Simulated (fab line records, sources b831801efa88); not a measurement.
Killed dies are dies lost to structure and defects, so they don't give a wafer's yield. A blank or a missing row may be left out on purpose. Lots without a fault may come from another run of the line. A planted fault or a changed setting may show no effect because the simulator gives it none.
Which tool did it? | flow gf180mcu | 15 lots, 45 wafers sampled, at 3 steps of a route of 602

WHAT THE GAUGES READ, wafer by wafer
GF_DNWELL_TW_MEAS_09. Usual: DNWELL_TW 1364, standard deviation 8.
lot  | measured    | on            | DNWELL_TW      | flag
L605 | day 2 18:21 | film_metro-03 | 1361 1361 1365 |
L606 | day 3 03:02 | film_metro-04 | 1696 1700 1706 | OFF
L608 | day 3 11:09 | film_metro-04 | 1354 1361 1363 |
L609 | day 3 15:43 | film_metro-03 | 1353 1364 1360 |
L610 | day 3 20:28 | film_metro-02 | 1712 1724 1703 | OFF
L616 | day 5 08:40 | film_metro-04 | 1691 1699 1697 | OFF
L618 | day 5 16:24 | film_metro-04 | 1361 1361 1363 |
L619 | day 5 19:52 | film_metro-04 | 1363 1357 1353 |
L620 | day 6 00:46 | film_metro-03 | 1362 1366 1373 |
L621 | day 6 09:15 | film_metro-03 | 1364 1370 1357 |
L622 | day 6 12:33 | film_metro-04 | 1361 1359 1370 |
L623 | day 6 17:22 | film_metro-02 | 1367 1355 1356 |
L625 | day 7 05:28 | film_metro-02 | 1378 1376 1370 |
L626 | day 7 10:06 | film_metro-02 | 1378 1370 1365 |
L628 | day 7 23:49 | film_metro-04 | 1358 1358 1350 |

GF_V1_OVL_MEAS_15. Usual: V1_OVL 1 nm, standard deviation 4.3.
lot  | measured     | on         | V1_OVL (nm) | flag
L605 | day 17 19:32 | overlay-02 | 4 9 8       |
L606 | day 18 11:48 | overlay-01 | 3 -4 -3     |
L608 | day 18 21:47 | overlay-02 | 4 5 1       |
L609 | day 19 08:32 | overlay-01 | -5 3 0      |
L610 | day 19 20:16 | overlay-01 | 0 -5 -2     |
L616 | day 22 06:19 | overlay-02 | 6 6 11      |
L618 | day 22 21:46 | overlay-01 | 11 7 1      |
L619 | day 23 05:19 | overlay-01 | -2 -3 0     |
L620 | day 23 12:49 | overlay-01 | 1 -4 -7     |
L621 | day 23 22:47 | overlay-01 | 2 2 6       |
L622 | day 24 07:32 | overlay-01 | 0 4 -1      |
L623 | day 24 13:17 | overlay-01 | 5 4 -5      |
L625 | day 25 09:34 | overlay-01 | 0 1 0       |
L626 | day 25 16:32 | overlay-01 | 1 -1 0      |
L628 | day 26 04:19 | overlay-02 | 1 1 0       |

WHICH TOOL RAN EACH LOT (tool, then ch and the chambers of the sampled wafers, then the start)
lot  | GF_DNWELL_IMPLANT_07
L605 | implanter-04 ch 0, day 2 18:06
L606 | implanter-04 ch 0, day 3 02:30
L608 | implanter-02 ch 0, day 3 10:54
L609 | implanter-03 ch 0, day 3 15:30
L610 | implanter-02 ch 0, day 3 19:38
L616 | implanter-03 ch 0, day 5 08:06
L618 | implanter-03 ch 0, day 5 16:09
L619 | implanter-04 ch 0, day 5 19:39
L620 | implanter-02 ch 0, day 6 00:31
L621 | implanter-03 ch 0, day 6 09:00
L622 | implanter-02 ch 0, day 6 12:18
L623 | implanter-04 ch 0, day 6 17:07
L625 | implanter-02 ch 0, day 7 05:15
L626 | implanter-04 ch 0, day 7 09:51
L628 | implanter-03 ch 0, day 7 23:36
- GF_DNWELL_IMPLANT_07

WHAT THE TOOLS THEMSELVES READ (means of the sampled wafers that have a number; where no wafer has one, the mark that the record gives instead)
The record holds no such reading with a usual standard deviation.

THE ANSWER, worked out from the rows above alone
Rule: a lot is off if the mean of its wafers that have a number lies more than 3 standard deviations from the usual mean. A lot without any number at a reading at which 4 lots or more have one is off too. The other lots that the step has rows for count as sound. The gauges are gone through in route order, then the tools' own readings, and for those a lot's mean is taken as printed above. The first step at which some lot is off is used, and at that step the reading that is off furthest; a lot without a number counts as furthest.
Off: L606, L610, L616, at GF_DNWELL_TW_MEAS_09 (DNWELL_TW).
A tool fits if, at a process step before that reading, it ran every lot that is off, and no sound lot after the first of them. The gauges at GF_DNWELL_TW_MEAS_09 are tried like those tools. None of those tried fits.

WHAT THE SIMULATOR HAD PUT IN
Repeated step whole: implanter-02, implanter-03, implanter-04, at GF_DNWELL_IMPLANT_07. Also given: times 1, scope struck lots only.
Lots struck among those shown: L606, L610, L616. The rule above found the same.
